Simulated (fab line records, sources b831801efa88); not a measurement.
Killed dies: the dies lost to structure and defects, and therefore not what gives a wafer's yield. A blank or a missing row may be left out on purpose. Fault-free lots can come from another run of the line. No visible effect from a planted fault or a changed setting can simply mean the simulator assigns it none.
Split-lot trial || flow gf180mcu || route with 602 steps; 5 lots, 23 wafers read

== ON THE SPLIT ==
At GF_HV_LDD_DEVELOP_30 (develop time 60 s), the setting dev-temp-c was moved away from the recipe's 23 C on 11 of the 23 wafers read, by -6.9% to +8.7%. The other wafers ran this setting at the recipe's value.

There is no step in the file separating the split from the reading.

== THE READING ==
cd-nm, in nm, at GF_HV_LDD_CD_MEAS_31 (target cd 400 nm). On this fab line, fault-free wafers typically give 399.7 nm with a standard deviation of 2.2 nm.

{"wafer": "L074.2", "tool, chamber at the split": "litho-track-04, 0", "dev-temp-c as run, C": 23, "against the recipe": "recipe", "cd-nm, nm": 394.9, "against lot-mates on the recipe": "-"}
{"wafer": "L074.3", "tool, chamber at the split": "litho-track-04, 0", "dev-temp-c as run, C": 25, "against the recipe": "+8.7%", "cd-nm, nm": 388.6, "against lot-mates on the recipe": -6.9}
{"wafer": "L074.4", "tool, chamber at the split": "litho-track-04, 0", "dev-temp-c as run, C": 23, "against the recipe": "recipe", "cd-nm, nm": 396.2, "against lot-mates on the recipe": "-"}
{"wafer": "L074.5", "tool, chamber at the split": "litho-track-04, 0", "dev-temp-c as run, C": 25, "against the recipe": "+8.7%", "cd-nm, nm": 387.1, "against lot-mates on the recipe": -8.4}
{"wafer": "L074.6", "tool, chamber at the split": "litho-track-04, 0", "dev-temp-c as run, C": 25, "against the recipe": "+8.7%", "cd-nm, nm": 387.4, "against lot-mates on the recipe": -8.1}
{"wafer": "L076.1", "tool, chamber at the split": "litho-track-03, 0", "dev-temp-c as run, C": 23, "against the recipe": "recipe", "cd-nm, nm": 403.2, "against lot-mates on the recipe": "-"}
{"wafer": "L076.3", "tool, chamber at the split": "litho-track-03, 0", "dev-temp-c as run, C": 23, "against the recipe": "recipe", "cd-nm, nm": 400.4, "against lot-mates on the recipe": "-"}
{"wafer": "L076.6", "tool, chamber at the split": "litho-track-03, 0", "dev-temp-c as run, C": 23, "against the recipe": "recipe", "cd-nm, nm": 402.5, "against lot-mates on the recipe": "-"}
{"wafer": "L077.1", "tool, chamber at the split": "litho-track-03, 0", "dev-temp-c as run, C": 24.16, "against the recipe": "+5.0%", "cd-nm, nm": 392.5, "against lot-mates on the recipe": -7.5}
{"wafer": "L077.2", "tool, chamber at the split": "litho-track-03, 0", "dev-temp-c as run, C": 23, "against the recipe": "recipe", "cd-nm, nm": 401.3, "against lot-mates on the recipe": "-"}
{"wafer": "L077.4", "tool, chamber at the split": "litho-track-03, 0", "dev-temp-c as run, C": 24.16, "against the recipe": "+5.0%", "cd-nm, nm": 393.0, "against lot-mates on the recipe": -7.0}
{"wafer": "L077.5", "tool, chamber at the split": "litho-track-03, 0", "dev-temp-c as run, C": 23, "against the recipe": "recipe", "cd-nm, nm": 398.3, "against lot-mates on the recipe": "-"}
{"wafer": "L077.6", "tool, chamber at the split": "litho-track-03, 0", "dev-temp-c as run, C": 23, "against the recipe": "recipe", "cd-nm, nm": 400.4, "against lot-mates on the recipe": "-"}
{"wafer": "L079.2", "tool, chamber at the split": "litho-track-03, 0", "dev-temp-c as run, C": 21.42, "against the recipe": "-6.9%", "cd-nm, nm": 404.1, "against lot-mates on the recipe": "+6.0"}
{"wafer": "L079.3", "tool, chamber at the split": "litho-track-03, 0", "dev-temp-c as run, C": 23, "against the recipe": "recipe", "cd-nm, nm": 398.4, "against lot-mates on the recipe": "-"}
{"wafer": "L079.4", "tool, chamber at the split": "litho-track-03, 0", "dev-temp-c as run, C": 21.42, "against the recipe": "-6.9%", "cd-nm, nm": 405.6, "against lot-mates on the recipe": "+7.5"}
{"wafer": "L079.5", "tool, chamber at the split": "litho-track-03, 0", "dev-temp-c as run, C": 21.42, "against the recipe": "-6.9%", "cd-nm, nm": 405.4, "against lot-mates on the recipe": "+7.2"}
{"wafer": "L079.6", "tool, chamber at the split": "litho-track-03, 0", "dev-temp-c as run, C": 23, "against the recipe": "recipe", "cd-nm, nm": 397.9, "against lot-mates on the recipe": "-"}
{"wafer": "L083.1", "tool, chamber at the split": "litho-track-03, 0", "dev-temp-c as run, C": 23, "against the recipe": "recipe", "cd-nm, nm": 397.5, "against lot-mates on the recipe": "-"}
{"wafer": "L083.2", "tool, chamber at the split": "litho-track-03, 0", "dev-temp-c as run, C": 24.17, "against the recipe": "+5.1%", "cd-nm, nm": 395.0, "against lot-mates on the recipe": -3.2}
{"wafer": "L083.3", "tool, chamber at the split": "litho-track-03, 0", "dev-temp-c as run, C": 24.17, "against the recipe": "+5.1%", "cd-nm, nm": 394.0, "against lot-mates on the recipe": -4.2}
{"wafer": "L083.4", "tool, chamber at the split": "litho-track-03, 0", "dev-temp-c as run, C": 24.17, "against the recipe": "+5.1%", "cd-nm, nm": 393.7, "against lot-mates on the recipe": -4.5}
{"wafer": "L083.5", "tool, chamber at the split": "litho-track-03, 0", "dev-temp-c as run, C": 23, "against the recipe": "recipe", "cd-nm, nm": 398.9, "against lot-mates on the recipe": "-"}

FIT RESULTS
A straight line over all 23 wafers: cd-nm changes by -1.1 nm for each +1% of dev-temp-c; r = -0.93; the points scatter about the line by 2.1 nm.
The same after taking each lot's own level away (the mean of its wafers on the recipe; 23 wafers): -0.968 nm for each +1%; r = -0.97; scatter 1.2 nm.
Per that fit: largest dev-temp-c move, reading shift of 8.4 nm.
The span of the lots' own levels, 395.55 to 402.03 nm, comes to 2.9 times the standard deviation stated above.
So the lot-to-lot level changes the slope: the two fits differ.
Check: -8.67 nm against its lot-mates is what the line predicts for one of the wafers moved furthest among these (+8.7%) when that wafer is left out of the fit. Against them it came out at -6.95 nm.

== THESE WAFERS: OTHER SPLITS ==
Other splits were also applied to these wafers ahead of the reading. Each is held against what the fit with the lots' levels taken away leaves over:
{"other split on the same wafers": "GF_VT_IMPLANT_IMPLANT_41 energy-kev", "wafers away from the commonest value": 8, "r with cd-nm (lot level and that fit taken away)": "+0.20"}
{"other split on the same wafers": "GF_DUAL_GATE_OXIDATION_02 temp-c", "wafers away from the commonest value": 15, "r with cd-nm (lot level and that fit taken away)": "+0.38"}
{"other split on the same wafers": "GF_DUAL_GATE_COAT_06 spin-rpm", "wafers away from the commonest value": 8, "r with cd-nm (lot level and that fit taken away)": "+0.21"}
{"other split on the same wafers": "GF_POLY_GATE_PEB_08 peb-temp-c", "wafers away from the commonest value": 6, "r with cd-nm (lot level and that fit taken away)": -0.13}
{"other split on the same wafers": "GF_POLY_GATE_ETCH_12 ion-energy-ev", "wafers away from the commonest value": 9, "r with cd-nm (lot level and that fit taken away)": -0.21}
{"other split on the same wafers": "GF_HV_LDD_DEVELOP_06 develop-time-s", "wafers away from the commonest value": 9, "r with cd-nm (lot level and that fit taken away)": "+0.02"}
{"other split on the same wafers": "GF_HV_LDD_IMPLANT_09 energy-kev", "wafers away from the commonest value": 8, "r with cd-nm (lot level and that fit taken away)": -0.20}
{"other split on the same wafers": "GF_HV_LDD_DEVELOP_18 develop-time-s", "wafers away from the commonest value": 8, "r with cd-nm (lot level and that fit taken away)": -0.02}

== FILE'S OWN FIT ==
cd-nm changes by -0.99 nm for each +1% of dev-temp-c, r = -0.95.
